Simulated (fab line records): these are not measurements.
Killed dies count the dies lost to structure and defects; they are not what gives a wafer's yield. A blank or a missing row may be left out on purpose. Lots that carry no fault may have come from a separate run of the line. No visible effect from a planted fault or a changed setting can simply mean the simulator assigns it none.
Problem report in the 8D (eight disciplines) form, filled by code ; flow sfq_line ; the parts of the form that need people (team, actions taken, sign-off) are left out

== 1. THE PROBLEM ==
run_length_s at SFQ_TRILAYER_M1_BARC_OPEN_METAL_ETCH_054 reads a mean of 77.7 s on 6 wafers of 2 lots; wafers without a fault read 69.9 s with a standard deviation of 0.46. That is +17 standard deviations from the usual mean.
The step: etches BARC in O2, target depth 125 nm, time 41.7 s.
First observed at day 24 23:13: wafer L573.1, on rie_metal-04. At this step, 42 wafers from 14 lots have a number in the record. Rule for "out" (also "out of limits"): further than 4 standard deviations from the usual mean. Any other wafer with a number is counted as sound.

== 2. WHAT IT IS, WHAT IT ISN'T ==
question;is;is not
which readings at this step;run_length_s, oes_product_au;drypump_motor_current_A
which lots;L573, L574;L555, L556, L557, L558, L561, L562, L563, L564, L575, L576, L577, L578
which wafers of those lots;all that have a number;-
read on which tools;rie_metal-04;rie_metal-01, rie_metal-02
when;from day 24 23:13;"up to then (24 sound wafers); but 12 sound wafers of L575, L576, L577, L578 came after"

== 3. WHAT RULES OUT EACH SUSPECT ==
Counting: a tool at any process step up to the reading remains a suspect when it ran all the lots that are out and ran no sound lot after the first of those.
- rie_metal-04 at SFQ_TRILAYER_M1_BARC_OPEN_METAL_ETCH_054 (etches BARC in O2, target depth 125 nm, time 41.7 s): kept. Every lot that is out went through it, starting with L573 (day 24 23:13), and after that it ran no sound lot; the last sound lot it ran before then is L562 (day 18 04:36). Out on those wafers are its own readings of oes_product_au, run_length_s.
After counting, what remains is rie_metal-04 at SFQ_TRILAYER_M1_BARC_OPEN_METAL_ETCH_054.

== 4. THE CAUSE (what the simulator had put in) ==
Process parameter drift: rie_metal-04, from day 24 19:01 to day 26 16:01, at SFQ_TRILAYER_M1_BARC_OPEN_METAL_ETCH_054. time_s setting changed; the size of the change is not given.
This tool alone remained once counting was done.

== 5. THE EFFECT CHAIN, in route order ==
Rows list readings where the struck wafers' mean (over those with a number) sits beyond 3 standard deviations from the usual. Readings are gone through only where the record gives a usual standard deviation; hours: the median, over the lots, of the time from a lot's start at the first step in this table giving one to that lot's start at this step; sigmas: the change measured in usual standard deviations.
hours;step;reading;usual;on struck wafers;change;sigmas
0;SFQ_TRILAYER_M1_BARC_OPEN_METAL_ETCH_054;oes_product_au;0.686 a.u.;0.636;-0.050;-11
0;SFQ_TRILAYER_M1_BARC_OPEN_METAL_ETCH_054;run_length_s;69.9 s;77.7;+7.8;+17
Its process steps:
- SFQ_TRILAYER_M1_BARC_OPEN_METAL_ETCH_054: etches BARC in O2, target depth 125 nm, time 41.7 s.

== 6. WHAT WOULD HAVE CAUGHT IT SOONER ==
4 hours passed between the start of the fault at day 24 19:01 and the first reading out of limits in this record, taken at day 24 23:13.
